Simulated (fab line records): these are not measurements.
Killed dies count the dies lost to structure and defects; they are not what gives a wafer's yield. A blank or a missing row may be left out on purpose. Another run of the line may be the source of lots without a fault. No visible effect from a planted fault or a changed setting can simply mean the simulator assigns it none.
Which of the tools did it? / flow sky130 / 12 lots, 36 wafers sampled, at 5 steps of a route of 708

## WHAT EACH GAUGE READ, for each wafer
SKY_VT_ADJUST_PCH_OVL_MEAS_07.
lot=L200; measured=day 10 13:08; on=overlay-01; VT_ADJUST_PCH_OVL (nm)=1.2 -0.3 1.9
lot=L202; measured=day 11 00:52; on=overlay-01; VT_ADJUST_PCH_OVL (nm)=0.9 0.5 2.2
lot=L204; measured=day 11 23:23; on=overlay-02; VT_ADJUST_PCH_OVL (nm)=1.9 1.1 -0.4
lot=L205; measured=day 12 04:34; on=overlay-02; VT_ADJUST_PCH_OVL (nm)=-0.2 0.3 0.9
lot=L206; measured=day 12 08:00; on=overlay-01; VT_ADJUST_PCH_OVL (nm)=2.2 0.4 0.4
lot=L207; measured=day 12 22:56; on=overlay-01; VT_ADJUST_PCH_OVL (nm)=1.3 0.7 -2.6
lot=L213; measured=day 14 18:37; on=overlay-02; VT_ADJUST_PCH_OVL (nm)=-0.8 -0.8 -0.3
lot=L216; measured=day 15 14:26; on=overlay-02; VT_ADJUST_PCH_OVL (nm)=-0.7 -3.6 -3.2
lot=L219; measured=day 16 14:33; on=overlay-02; VT_ADJUST_PCH_OVL (nm)=0.5 -2.2 -1.5
lot=L220; measured=day 16 20:42; on=overlay-02; VT_ADJUST_PCH_OVL (nm)=1.3 0.1 -0.7
lot=L221; measured=day 17 03:14; on=overlay-02; VT_ADJUST_PCH_OVL (nm)=-1.6 -0.1 0.4
lot=L223; measured=day 17 22:08; on=overlay-02; VT_ADJUST_PCH_OVL (nm)=-0.6 -0.3 0.5

SKY_POLY_GATE_CD_MEAS_22.
lot=L200; measured=day 16 21:52; on=cd-sem-01; cd-nm (nm)=146.7 147.2 146.5
lot=L202; measured=day 17 10:28; on=cd-sem-01; cd-nm (nm)=148.5 149.9 149.9
lot=L204; measured=day 18 16:19; on=cd-sem-02; cd-nm (nm)=151.4 151.1 151.3
lot=L205; measured=day 18 14:44; on=cd-sem-02; cd-nm (nm)=150.7 150.1 149.9
lot=L206; measured=day 18 16:28; on=cd-sem-01; cd-nm (nm)=150.3 150.4 150.5
lot=L207; measured=day 20 00:58; on=cd-sem-01; cd-nm (nm)=149.3 146.7 148.9
lot=L213; measured=day 22 00:19; on=cd-sem-01; cd-nm (nm)=150.4 150.6 147.7
lot=L216; measured=day 22 16:19; on=cd-sem-01; cd-nm (nm)=151.8 151.2 150.0
lot=L219; measured=day 23 18:53; on=cd-sem-01; cd-nm (nm)=149.0 149.2 149.1
lot=L220; measured=day 23 20:35; on=cd-sem-02; cd-nm (nm)=154.9 153.8 153.5
lot=L221; measured=day 24 04:19; on=cd-sem-02; cd-nm (nm)=148.0 150.0 150.7
lot=L223; measured=day 24 20:56; on=cd-sem-02; cd-nm (nm)=152.8 150.3 151.7

SKY_LDD_N_TW_MEAS_17.
lot=L200; measured=day 18 02:13; on=film-metro-03; LDD_N_TW=2599 2609 2608
lot=L202; measured=day 18 15:58; on=film-metro-01; LDD_N_TW=2578 2577 2576
lot=L204; measured=day 20 00:21; on=film-metro-01; LDD_N_TW=2561 2557 2575
lot=L205; measured=day 19 22:52; on=film-metro-03; LDD_N_TW=2625 2614 2617
lot=L206; measured=day 20 00:40; on=film-metro-03; LDD_N_TW=2590 2597 2601
lot=L207; measured=day 21 09:20; on=film-metro-01; LDD_N_TW=2577 2572 2582
lot=L213; measured=day 23 08:23; on=film-metro-01; LDD_N_TW=2580 2597 2585
lot=L216; measured=day 23 23:02; on=film-metro-04; LDD_N_TW=2608 2602 2623
lot=L219; measured=day 25 01:49; on=film-metro-04; LDD_N_TW=2601 2589 2597
lot=L220; measured=day 25 03:50; on=film-metro-04; LDD_N_TW=2590 2581 2588
lot=L221; measured=day 25 11:28; on=film-metro-04; LDD_N_TW=2593 2596 2597
lot=L223; measured=day 26 03:58; on=film-metro-01; LDD_N_TW=2569 2575 2572

## TOOL THAT RAN EACH LOT (tool first, then ch and the chambers of the sampled wafers, then the start)
lot=L200; SKY_LDD_N_IMPLANT_09=implanter-03 ch 0, day 18 01:05; SKY_LDD_N_STRIP_16=plasma-asher-03 ch 0,1, day 18 02:06
lot=L202; SKY_LDD_N_IMPLANT_09=implanter-02 ch 0, day 18 14:49; SKY_LDD_N_STRIP_16=plasma-asher-04 ch 0,1, day 18 15:52
lot=L204; SKY_LDD_N_IMPLANT_09=implanter-03 ch 0, day 19 23:12; SKY_LDD_N_STRIP_16=plasma-asher-03 ch 0,1, day 20 00:15
lot=L205; SKY_LDD_N_IMPLANT_09=implanter-02 ch 0, day 19 21:43; SKY_LDD_N_STRIP_16=plasma-asher-04 ch 0,1, day 19 22:46
lot=L206; SKY_LDD_N_IMPLANT_09=implanter-01 ch 0, day 19 23:33; SKY_LDD_N_STRIP_16=plasma-asher-04 ch 0,1, day 20 00:35
lot=L207; SKY_LDD_N_IMPLANT_09=implanter-03 ch 0, day 21 08:12; SKY_LDD_N_STRIP_16=plasma-asher-03 ch 0,1, day 21 09:13
lot=L213; SKY_LDD_N_IMPLANT_09=implanter-03 ch 0, day 23 07:15; SKY_LDD_N_STRIP_16=plasma-asher-04 ch 0,1, day 23 08:16
lot=L216; SKY_LDD_N_IMPLANT_09=implanter-03 ch 0, day 23 21:56; SKY_LDD_N_STRIP_16=plasma-asher-03 ch 0,1, day 23 22:56
lot=L219; SKY_LDD_N_IMPLANT_09=implanter-01 ch 0, day 25 00:42; SKY_LDD_N_STRIP_16=plasma-asher-01 ch 0,1, day 25 01:44
lot=L220; SKY_LDD_N_IMPLANT_09=implanter-01 ch 0, day 25 02:43; SKY_LDD_N_STRIP_16=plasma-asher-03 ch 0,1, day 25 03:45
lot=L221; SKY_LDD_N_IMPLANT_09=implanter-01 ch 0, day 25 10:19; SKY_LDD_N_STRIP_16=plasma-asher-04 ch 0,1, day 25 11:22
lot=L223; SKY_LDD_N_IMPLANT_09=implanter-03 ch 0, day 26 02:49; SKY_LDD_N_STRIP_16=plasma-asher-03 ch 0,1, day 26 03:52
- SKY_LDD_N_IMPLANT_09
- SKY_LDD_N_STRIP_16: strips in O2/N2.

## AS READ BY THE TOOLS THEMSELVES (means over the sampled wafers that have a number; for cases with no such wafer, the mark the record gives instead)
SKY_LDD_N_IMPLANT_09.
lot=L200; tool=implanter-03; beam-on-s (s)=10.13; faraday-current-uA=419
lot=L202; tool=implanter-02; beam-on-s (s)=10.30; faraday-current-uA=411
lot=L204; tool=implanter-03; beam-on-s (s)=10.05; faraday-current-uA=420
lot=L205; tool=implanter-02; beam-on-s (s)=10.36; faraday-current-uA=408
lot=L206; tool=implanter-01; beam-on-s (s)=10.17; faraday-current-uA=416
lot=L207; tool=implanter-03; beam-on-s (s)=9.95; faraday-current-uA=424
lot=L213; tool=implanter-03; beam-on-s (s)=12.77; faraday-current-uA=332
lot=L216; tool=implanter-03; beam-on-s (s)=12.82; faraday-current-uA=330
lot=L219; tool=implanter-01; beam-on-s (s)=10.04; faraday-current-uA=422
lot=L220; tool=implanter-01; beam-on-s (s)=9.87; faraday-current-uA=428
lot=L221; tool=implanter-01; beam-on-s (s)=9.98; faraday-current-uA=424
lot=L223; tool=implanter-03; beam-on-s (s)=10.19; faraday-current-uA=414

SKY_LDD_N_STRIP_16.
lot=L200; tool=plasma-asher-03; drypump-motor-current-A (A)=5.42; oes-product-au (a.u.)=0.409; strip-time-to-endpoint-s (s)=4.320
lot=L202; tool=plasma-asher-04; drypump-motor-current-A (A)=5.59; oes-product-au (a.u.)=0.404; strip-time-to-endpoint-s (s)=4.328
lot=L204; tool=plasma-asher-03; drypump-motor-current-A (A)=5.43; oes-product-au (a.u.)=0.405; strip-time-to-endpoint-s (s)=4.305
lot=L205; tool=plasma-asher-04; drypump-motor-current-A (A)=5.61; oes-product-au (a.u.)=0.409; strip-time-to-endpoint-s (s)=4.304
lot=L206; tool=plasma-asher-04; drypump-motor-current-A (A)=5.68; oes-product-au (a.u.)=0.409; strip-time-to-endpoint-s (s)=4.348
lot=L207; tool=plasma-asher-03; drypump-motor-current-A (A)=5.39; oes-product-au (a.u.)=0.405; strip-time-to-endpoint-s (s)=4.289
lot=L213; tool=plasma-asher-04; drypump-motor-current-A (A)=5.60; oes-product-au (a.u.)=0.408; strip-time-to-endpoint-s (s)=4.391
lot=L216; tool=plasma-asher-03; drypump-motor-current-A (A)=5.42; oes-product-au (a.u.)=0.410; strip-time-to-endpoint-s (s)=4.393
lot=L219; tool=plasma-asher-01; drypump-motor-current-A (A)=5.63; oes-product-au (a.u.)=0.405; strip-time-to-endpoint-s (s)=4.322
lot=L220; tool=plasma-asher-03; drypump-motor-current-A (A)=5.42; oes-product-au (a.u.)=0.405; strip-time-to-endpoint-s (s)=4.307
lot=L221; tool=plasma-asher-04; drypump-motor-current-A (A)=5.59; oes-product-au (a.u.)=0.407; strip-time-to-endpoint-s (s)=4.298
lot=L223; tool=plasma-asher-03; drypump-motor-current-A (A)=5.43; oes-product-au (a.u.)=0.409; strip-time-to-endpoint-s (s)=4.297

## THE ANSWER, worked out from the rows above alone
Rule: the usual values come from the lots themselves. Put in order of their means at a reading, lots are off if they are a third of the lots or fewer, leave a main group of 4 or more, and stand apart from it by a gap of 3 or more times the standard deviation of the main group's means; of several such gaps the widest counts. The tables above print the reading to a certain number of digits; a main group whose means all agree to those digits is not used. Also off: a lot with no number at a reading for which 4 or more lots have one. Any other lot the step has rows for is counted as sound. First the gauges in route order, then the tools' own readings, where a lot's mean is used as printed above. The first step at which some lot is off is used, and at that step the reading that is off furthest; a lot without a number counts as furthest.
Off, at SKY_LDD_N_IMPLANT_09 on beam-on-s: L213, L216. Mean 10.10 s and standard deviation 0.15 in the main group.
A tool fits if, at that step or a process step before it, it ran every lot that is off, and no sound lot after the first of them. No candidate that was tried fits.

## WHAT WAS PUT IN BY THE SIMULATOR
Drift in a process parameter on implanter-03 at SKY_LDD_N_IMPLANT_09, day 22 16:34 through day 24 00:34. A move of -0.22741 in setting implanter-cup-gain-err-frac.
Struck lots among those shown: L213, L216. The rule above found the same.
